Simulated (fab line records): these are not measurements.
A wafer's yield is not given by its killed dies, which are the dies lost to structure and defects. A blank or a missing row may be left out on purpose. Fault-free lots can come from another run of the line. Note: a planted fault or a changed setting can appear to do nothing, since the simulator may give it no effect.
Split-lot trial ; flow gf180mcu ; on a route of 602 steps: 5 lots, 23 wafers read

SPLIT DETAILS
At GF_VT_IMPLANT_STRIP_31 (strips in O2/N2), the setting platen temp c was moved away from the recipe's 250 C on 10 of the 23 wafers read, by -2.4% to +2.5%. All remaining wafers had this setting at the recipe value.

The split's own step is where the reading is taken.

THE READING
oes product au, in a.u., at GF_VT_IMPLANT_STRIP_31 (strips in O2/N2). On this fab line, fault-free wafers typically give 0.716 a.u. with a standard deviation of 0.0042 a.u.

wafer;tool, chamber at the split;platen temp c as run, C;against the recipe;oes product au, a.u.;against lot-mates on the recipe
L074.2;plasma asher-01, 0;245.9;-1.6%;0.680;-0.035
L074.3;plasma asher-01, 0;245.9;-1.6%;0.687;-0.028
L074.4;plasma asher-01, 1;250;recipe;0.721;-
L074.5;plasma asher-01, 1;245.9;-1.6%;0.685;-0.030
L074.6;plasma asher-01, 0;250;recipe;0.710;-
L076.1;plasma asher-03, 0;250;recipe;0.718;-
L076.3;plasma asher-03, 1;250;recipe;0.718;-
L076.6;plasma asher-03, 0;250;recipe;0.719;-
L077.1;plasma asher-03, 1;250;recipe;0.718;-
L077.2;plasma asher-03, 0;256.2;+2.5%;0.754;+0.035
L077.4;plasma asher-03, 1;256.2;+2.5%;0.760;+0.041
L077.5;plasma asher-03, 0;250;recipe;0.719;-
L077.6;plasma asher-03, 1;250;recipe;0.721;-
L079.2;plasma asher-02, 1;250;recipe;0.724;-
L079.3;plasma asher-02, 0;244.1;-2.4%;0.669;-0.050
L079.4;plasma asher-02, 1;250;recipe;0.715;-
L079.5;plasma asher-02, 0;250;recipe;0.718;-
L079.6;plasma asher-02, 1;244.1;-2.4%;0.665;-0.054
L083.1;plasma asher-03, 1;250;recipe;0.722;-
L083.2;plasma asher-03, 0;255.8;+2.3%;0.749;+0.029
L083.3;plasma asher-03, 0;255.8;+2.3%;0.750;+0.030
L083.4;plasma asher-03, 1;250;recipe;0.717;-
L083.5;plasma asher-03, 0;255.8;+2.3%;0.757;+0.037

THE FIT
A straight line over all 23 wafers: oes product au changes by +0.0177 a.u. for each +1% of platen temp c; r = +0.98; the points scatter about the line by 0.005 a.u.
The same after taking each lot's own level away (the mean of its wafers on the recipe; 23 wafers): +0.0172 a.u. for each +1%; r = +0.98; scatter 0.005 a.u.
The reading moves by 0.043 a.u. for the largest change in platen temp c, on that fit.
From 0.7155 to 0.7195 a.u.: that is the span of the lots' own levels, equal to 1.0 times the standard deviation above.
So the lot-to-lot level changes the slope little: the two slopes agree.
Check: with one of the wafers moved furthest among these (+2.5%) left out of the fit, the line predicts +0.0409 a.u. for it against its lot-mates. It came out at +0.0347 a.u. against them.
Tool readings at the split's step, against how far the setting was moved: oes product au r = +0.98; strip time to endpoint s r = -1.00.

FURTHER SPLITS ON THESE WAFERS
These wafers also went through other splits before the reading. Each is held against what the fit with the lots' levels taken away leaves over:
other split on the same wafers;wafers away from the commonest value;r with oes product au (lot level and that fit taken away)
GF_STI_COAT_07 resist thk nm;8;-0.19
GF_STI_PEB_10 peb time s;2;+0.02
GF_STI_WET_ETCH_26 temp c;18;+0.01
GF_DNWELL_COAT_02 resist thk nm;10;-0.48
GF_LVPWELL_COAT_02 spin rpm;7;+0.05
GF_LVPWELL_IMPLANT_09 energy kev;6;+0.17
GF_MVSD_COAT_02 spin rpm;6;+0.00
GF_MVPSD_STRIP_10 pressure mtorr;15;-0.11
GF_VT_IMPLANT_IMPLANT_19 energy kev;10;-0.19

THE WHOLE CHAIN: every reading that the file lists as answering this split, in the file's order
step;what it does;reading;change (the file's fit);r (the file's)
GF_VT_IMPLANT_STRIP_31;strips in O2/N2;oes product au;+0.0173 a.u. for each +1% of the setting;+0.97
GF_VT_IMPLANT_STRIP_31;strips in O2/N2;strip time to endpoint s;withheld for each +1% of the setting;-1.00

FILE'S OWN FIT
oes product au changes by +0.0173 a.u. for each +1% of platen temp c, r = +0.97.
